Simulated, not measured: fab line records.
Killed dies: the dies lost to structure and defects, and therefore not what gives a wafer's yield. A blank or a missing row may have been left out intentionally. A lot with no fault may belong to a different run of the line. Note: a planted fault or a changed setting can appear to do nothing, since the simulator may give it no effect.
One fault through the eyes of 2 desks + flow sky130 + numbers are kept per desk, each desk with only its own; the story behind them comes last

FOR THE TOOL OWNER'S DESK: furnace-02
The tool's own readings at SKY_SONOS_ONO_OXIDATION_00 (stabilise 600 s, purge 300 s, target thk 2.6 nm): means of the sampled wafers that have a number, for each lot that ran on this tool. If a lot's mean is further than 4 standard deviations from the usual mean, the lot is out of limits and carries the mark OUT (the distance appears in the brackets). 7 of its 11 readings are shown: the first one out of limits and those lying furthest out on some lot.
Columns: A = spike-tc-bottom-C at SKY_SONOS_ONO_OXIDATION_00, usual 820.2 C; B = spike-tc-centre-C at SKY_SONOS_ONO_OXIDATION_00, usual 800.1 C; C = spike-tc-lower-C at SKY_SONOS_ONO_OXIDATION_00, usual 799.6 C; D = spike-tc-top-C at SKY_SONOS_ONO_OXIDATION_00, usual 814.7 C; E = spike-tc-upper-C at SKY_SONOS_ONO_OXIDATION_00, usual 800.3 C; F = tube-center-temp-C at SKY_SONOS_ONO_OXIDATION_00, usual 799.99 C; G = tube_center_temp_C_max at SKY_SONOS_ONO_OXIDATION_00, usual 802.0
| lot  | first seen here | A                | B               | C                | D     | E               | F                        | G               |
|------|-----------------|------------------|-----------------|------------------|-------|-----------------|--------------------------|-----------------|
| L159 | day 9 22:28     | 822.6            | 801.2           | 800.3            | 812.4 | 801.0           | 799.99                   | 801.7           |
| L166 | day 14 01:14    | 822.4            | 800.4           | 799.9            | 811.4 | 799.9           | 800.00                   | 801.8           |
| L170 | day 15 08:20    | 833.1 (+5.0) OUT | 811.5 (+11) OUT | 811.2 (+9.7) OUT | 822.5 | 810.2 (+10) OUT | 810.31 (+99 or more) OUT | 812.2 (+32) OUT |
| L171 | day 15 17:47    | 832.4 (+4.7) OUT | 811.2 (+11) OUT | 811.5 (+9.9) OUT | 822.6 | 810.4 (+10) OUT | 810.24 (+99 or more) OUT | 812.2 (+32) OUT |
| L179 | day 18 19:52    | 823.6            | 799.6           | 799.6            | 812.4 | 801.0           | 799.97                   | 801.9           |
This desk finds L170, L171 out of limits, L170 being first, at day 15 08:20 (spike-tc-bottom-C at SKY_SONOS_ONO_OXIDATION_00). L159, L166, L179 stayed within limits.

FROM THE METROLOGY DESK
What the gauges read, lot by lot, whatever tool the lot ran on: means of the sampled wafers that have a number. If a lot's mean is further than 4 standard deviations from the usual mean, the lot is out of limits and carries the mark OUT (the distance appears in the brackets).
Columns: A = SONOS_ONO_OXIDATION_THK at SKY_SONOS_ONO_THK_MEAS_01, usual 2.60 nm; B = POLY_GATE_OVL at SKY_POLY_GATE_OVL_MEAS_14, usual 3 nm
| lot  | first seen here | A               | B  |
|------|-----------------|-----------------|----|
| L159 | day 9 23:49     | 2.50            | 7  |
| L161 | day 11 19:08    | 2.55            | -7 |
| L165 | day 13 18:04    | 2.61            | 7  |
| L166 | day 14 02:35    | 2.57            | 3  |
| L167 | day 14 10:55    | 2.60            | 6  |
| L169 | day 15 04:33    | 2.69            | 8  |
| L170 | day 15 09:41    | 3.01 (+6.9) OUT | 3  |
| L171 | day 15 19:08    | 2.96 (+6.2) OUT | 7  |
| L179 | day 18 21:13    | 2.62            | 5  |
| L181 | day 19 16:53    | 2.49            | -8 |
| L182 | day 20 03:38    | 2.58            | -0 |
This desk's finding: out of limits on L170, L171; first on L170, day 15 09:41 (SONOS_ONO_OXIDATION_THK at SKY_SONOS_ONO_THK_MEAS_01). L159, L161, L165, L166, L167, L169, L179, L181, L182 stayed within limits.

PUT TOGETHER
On L170, L171, at day 15 08:20, an alarm was possible from the tool owner's desk.
The metrology desk could have raised an alarm at day 15 09:41, on L170, L171.
The lots listed all ran SKY_SONOS_ONO_OXIDATION_00 on furnace-02.

WHAT THE SIMULATOR HAD PUT IN
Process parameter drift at SKY_SONOS_ONO_OXIDATION_00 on furnace-02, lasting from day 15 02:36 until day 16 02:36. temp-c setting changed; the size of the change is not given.
Lots struck among those shown: L170, L171.
Counting hours from when the fault started, the first reading out of limits came at 6 for the tool owner's desk and at 7 for the metrology desk.
